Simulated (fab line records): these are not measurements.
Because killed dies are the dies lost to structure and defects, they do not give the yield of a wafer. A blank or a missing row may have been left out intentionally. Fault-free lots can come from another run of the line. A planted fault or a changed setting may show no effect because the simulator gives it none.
8D (eight disciplines) problem report, filled in by code | flow sky130 | the parts of the form that need people (team, actions taken, sign-off) are left out

== 1. WHAT IS WRONG ==
Wafers without a fault read 23, standard deviation 4.7; killed-at-contacts at SKY_PAD_OPEN_PROBE_99 reads a mean of 67 on 3 wafers belonging to 2 lots. Measured from the usual mean, that is +9.3 standard deviations.
Earliest sighting: wafer L661.2 on prober-01 at day 49 14:09. At this step, 39 wafers from 13 lots have a number in the record. By rule, "out" or "out of limits" means more than 4 standard deviations away from the usual mean. The other wafers with a number count as sound.

== 2. WHAT IT IS AND WHAT IT IS NOT ==
question                    | is                     | is not
which readings at this step | killed-at-contacts     | killed_at_M4_up, killed-at-front-end, killed-at-other
which lots                  | L661, L665             | L647, L648, L649, L650, L651, L653, L654, L655, L657, L662, L666
which wafers of those lots  | L661.2, L665.2, L665.6 | L661.1, L661.4, L665.1
read on which tools         | prober-01              | prober-02
when                        | from day 49 14:09      | up to then (31 sound wafers); but 5 sound wafers of L661, L665, L666 came after

== 3. WHAT RULES OUT EACH SUSPECT ==
Counting: a tool at a process step up to the reading stays a suspect if it ran every lot that is out. Sound lots after the first of them don't rule it out here, since some wafers of a struck lot are sound.
- plasma-asher-04 at SKY_CONTACT_STRIP_19 (strips in O2/N2): kept. Every lot that is out went through it, the first being L661 (day 36 23:43); the last sound lot it ran before that was L657 (day 35 04:31).
- prober-01 at SKY_PAD_OPEN_PROBE_99: kept. Every lot that is out went through it, the first being L661 (day 49 14:06); the last sound lot it ran before that was L654 (day 47 10:34). Its own killed-at-contacts readings are out on those wafers.
- Within plasma-asher-04 at SKY_CONTACT_STRIP_19, the wafers that are out were processed in chamber 0 and their sound lot-mates in chamber 1.
What counting leaves: plasma-asher-04 at SKY_CONTACT_STRIP_19 and prober-01 at SKY_PAD_OPEN_PROBE_99.

== 4. THE CAUSE (what the simulator had put in) ==
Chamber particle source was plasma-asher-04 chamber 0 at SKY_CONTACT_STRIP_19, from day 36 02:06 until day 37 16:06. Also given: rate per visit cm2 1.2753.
After counting, 2 suspects remain, this tool included.

== 5. THE EFFECT CHAIN, in route order ==
Each row: a reading where the mean over the struck wafers with a number is more than 3 standard deviations away from the usual. Scope: only readings with a usual standard deviation given in the record; hours: median across lots of the time from each lot's start at the first step in this table that gives one to its start at this step; sigmas: change in usual standard deviations.
hours | step                  | reading            | usual | on struck wafers | change | sigmas
0     | SKY_PAD_OPEN_PROBE_99 | killed-at-contacts | 23    | 67               | +44    | +9.3
0     | SKY_PAD_OPEN_PROBE_99 | killed-dies        | 86    | 127              | +41    | +4.6
0     | SKY_PAD_OPEN_PROBE_99 | killed-on-rim      | 17    | 30               | +13    | +3.4
The process steps in it:
- SKY_PAD_OPEN_PROBE_99

== 6. WHAT WOULD HAVE CAUGHT IT SOONER ==
In this record no reading fell out of limits until day 49 14:09, 324 hours after the fault had begun at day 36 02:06.
An alarm limit of 4 standard deviations would not have fired on the tool readings at SKY_CONTACT_STRIP_19 for which the record gives a usual standard deviation, since none of them was out on any struck wafer.
Each of the lots that are out, 2 in all, had begun SKY_CONTACT_STRIP_19 on plasma-asher-04 no later than day 49 14:09. A hold on the tool at that time would have spared none of them.
